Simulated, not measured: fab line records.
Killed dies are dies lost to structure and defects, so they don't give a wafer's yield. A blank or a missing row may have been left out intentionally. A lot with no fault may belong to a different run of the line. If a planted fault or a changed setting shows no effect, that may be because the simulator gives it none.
2 desks looking at one fault / flow sky130 / what lay behind the numbers comes last; until then each desk has only its own

## THE TOOL OWNER'S DESK: plasma_asher-02
The tool's own readings at SKY_LDD_HVN_STRIP_09 (strips in O2/N2): means of the sampled wafers that have a number, for each lot that ran on this tool. Any lot whose mean is over 4 standard deviations away from the usual mean is out of limits and marked OUT; that distance is given in the brackets.
Columns: A = chamber_pressure_mTorr at SKY_LDD_HVN_STRIP_09, usual 1499.8 mTorr; B = drypump_motor_current_A at SKY_LDD_HVN_STRIP_09, usual 5.8 A; C = o2_flow_sccm at SKY_LDD_HVN_STRIP_09, usual 3001 sccm; D = oes_product_au at SKY_LDD_HVN_STRIP_09, usual 0.408 a.u.; E = strip_time_to_endpoint_s at SKY_LDD_HVN_STRIP_09, usual 4.138 s
lot=L408; first seen here=day 21 04:08; A=1499.0; B=5.9; C=2998; D=0.411; E=4.129
lot=L416; first seen here=day 23 16:33; A=1499.7; B=5.9; C=2997; D=0.409; E=4.145
lot=L417; first seen here=day 24 08:23; A=1499.3; B=5.9; C=2998; D=0.411; E=4.132
Finding of this desk: none of the 3 lots has anything out of limits.

## METROLOGY DESK
Means of the sampled wafers that have a number, per lot and without regard to the tool the lot ran on: this is what the gauges read. Any lot whose mean is over 4 standard deviations away from the usual mean is out of limits and marked OUT; that distance is given in the brackets.
Columns: A = LDD_HVP_TW at SKY_LDD_HVP_TW_MEAS_10, usual 455.6
lot=L407; first seen here=day 21 22:00; A=456.7
lot=L409; first seen here=day 22 07:43; A=456.4
lot=L408; first seen here=day 22 11:25; A=452.7
lot=L410; first seen here=day 23 05:10; A=459.9
lot=L411; first seen here=day 23 18:34; A=453.6
lot=L412; first seen here=day 23 19:13; A=453.8
lot=L415; first seen here=day 24 17:56; A=453.8
lot=L414; first seen here=day 24 18:14; A=458.2
lot=L416; first seen here=day 24 22:44; A=453.0
lot=L417; first seen here=day 25 14:31; A=457.2
lot=L423; first seen here=day 27 11:28; A=454.7
lot=L428; first seen here=day 29 04:05; A=30.0 (-99 or more) OUT
lot=L429; first seen here=day 29 07:32; A=29.9 (-99 or more) OUT
lot=L430; first seen here=day 29 13:53; A=454.2
This desk reports L428, L429 out of limits; the earliest was L428 at day 29 04:05 (LDD_HVP_TW at SKY_LDD_HVP_TW_MEAS_10). In limits: L407, L409, L408, L410, L411, L412, L415, L414, L416, L417, L423, L430.

## TAKEN TOGETHER
Metrology desk: alarm possible at day 29 04:05 on L428, L429.
The tool owner's desk saw nothing out of limits.
The tool owner's desk has no number on record for L428, L429.
Every lot named ran SKY_LDD_HVN_STRIP_09 on plasma_asher-02.

## WHAT THE SIMULATOR HAD INSERTED
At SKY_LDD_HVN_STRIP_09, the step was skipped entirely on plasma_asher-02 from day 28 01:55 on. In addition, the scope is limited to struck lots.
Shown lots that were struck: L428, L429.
Per desk, hours elapsed from the start of the fault to the first reading out of limits: for the metrology desk, 26.
